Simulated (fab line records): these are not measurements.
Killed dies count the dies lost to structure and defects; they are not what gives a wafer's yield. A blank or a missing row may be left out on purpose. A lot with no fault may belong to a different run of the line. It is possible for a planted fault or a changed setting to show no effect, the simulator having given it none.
Struck lot and sound lot, side by side :: flow sky130 :: 15 steps out of a route of 708
Sound: these wafers, L713.1, L713.2, L713.6. The struck wafers were L704.1, L704.4, L704.6. At the end, the cause is stated.
Each step with rows lists, per side, the tool, then ch with its chambers, then its first start. Under that, the readings that differ: sound wafers :: struck wafers :: difference of the means :: sigmas: that difference in standard deviations of wafers without a fault.
alike: a reading whose means differ by less than 2 such deviations, as well as words and numbers matching on both sides. not compared: withheld readings; readings where some wafer has no value; bounds like >300 that might hide an equal value; numbers whose values overlap and for which the record gives no deviation.
The two part at a step that has a row with sigmas, a row that says differs or no value, or rows on one side only. Non-overlapping numbers with no deviation appear without sigmas and do not part them. A reading missing from all wafers of one side parts the sides only when that side holds two or more wafers.

SKY_SD_N_RS_MEAS_16: measures by four-point-probe.
  sound: film-metro-01 at day 33 05:38; struck: film-metro-02 at day 30 03:34
  alike: SD_N_RS
SKY_SD_N_RS_MEAS_17: measures by four-point-probe.
  sound: film-metro-01 at day 33 05:45; struck: film-metro-02 at day 30 03:41
  alike: SD_P_RS
SKY_SD_N_RS_MEAS_18: measures by four-point-probe.
  sound: film-metro-01 at day 33 05:52; struck: film-metro-02 at day 30 03:49
  alike: RES_XHIGH_RS
then, 2 steps without rows for these wafers: SKY_SALICIDE_CLEAN_00 (cleans in HF-last, time 30 s); SKY_LI_CONTACT_HDPCVD_00 (deposits PSG, target thk 930 nm, time 155 s).
SKY_LI_CONTACT_THK_MEAS_01:
  sound: film-metro-02 at day 33 06:07; struck: film-metro-02 at day 30 04:03
  alike: LI_CONTACT_HDPCVD_THK
SKY_LI_CONTACT_CMP_02: polishes PSG.
  sound on cmp-01 ch 0,1, day 33 06:10; struck on cmp-02 ch 0,1,2, day 30 04:13
  alike: motor-current-A, slurry-flow-ml-min, time-to-endpoint-s
SKY_LI_CONTACT_BOW_MEAS_03:
  sound: film-metro-02 at day 33 06:28; struck: film-metro-04 at day 30 04:26
  alike: LI_CONTACT_BOW
then, 4 steps without rows for these wafers: SKY_LI_CONTACT_DEHYDRATE_04 (time 60 s); SKY_LI_CONTACT_HMDS_05 (prime time 60 s); SKY_LI_CONTACT_COAT_06 (resist thk 60 nm); SKY_LI_CONTACT_COAT_07 (resist thk 450 nm).
SKY_LI_CONTACT_SOFTBAKE_08: time 90 s.
  sound on litho-track-04 ch 0, day 33 19:00; struck on litho-track-01 ch 0, day 30 17:00
reading: heater-power-total-W (W)
sound: 57.48 57.44 57.40
struck: 57.94 57.96 58.13
difference: +0.57
sigmas: +5

reading: run-length-s (s)
sound: 119.44 119.32 119.23
struck: 116.18 116.09 116.37
difference: -3.12
sigmas: -22
  alike: resist-line-temp-C
then, 2 steps without rows for these wafers: SKY_LI_CONTACT_EXPOSE_09 (exposes mask LICM1, target cd 170 nm); SKY_PAD_OPEN_PROBE_99.

## WHERE THEY PART
Within this record, at SKY_LI_CONTACT_SOFTBAKE_08 only.

WHY: the cause the simulator had injected
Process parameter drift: litho-track-01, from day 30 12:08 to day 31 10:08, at SKY_LI_CONTACT_SOFTBAKE_08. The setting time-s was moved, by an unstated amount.
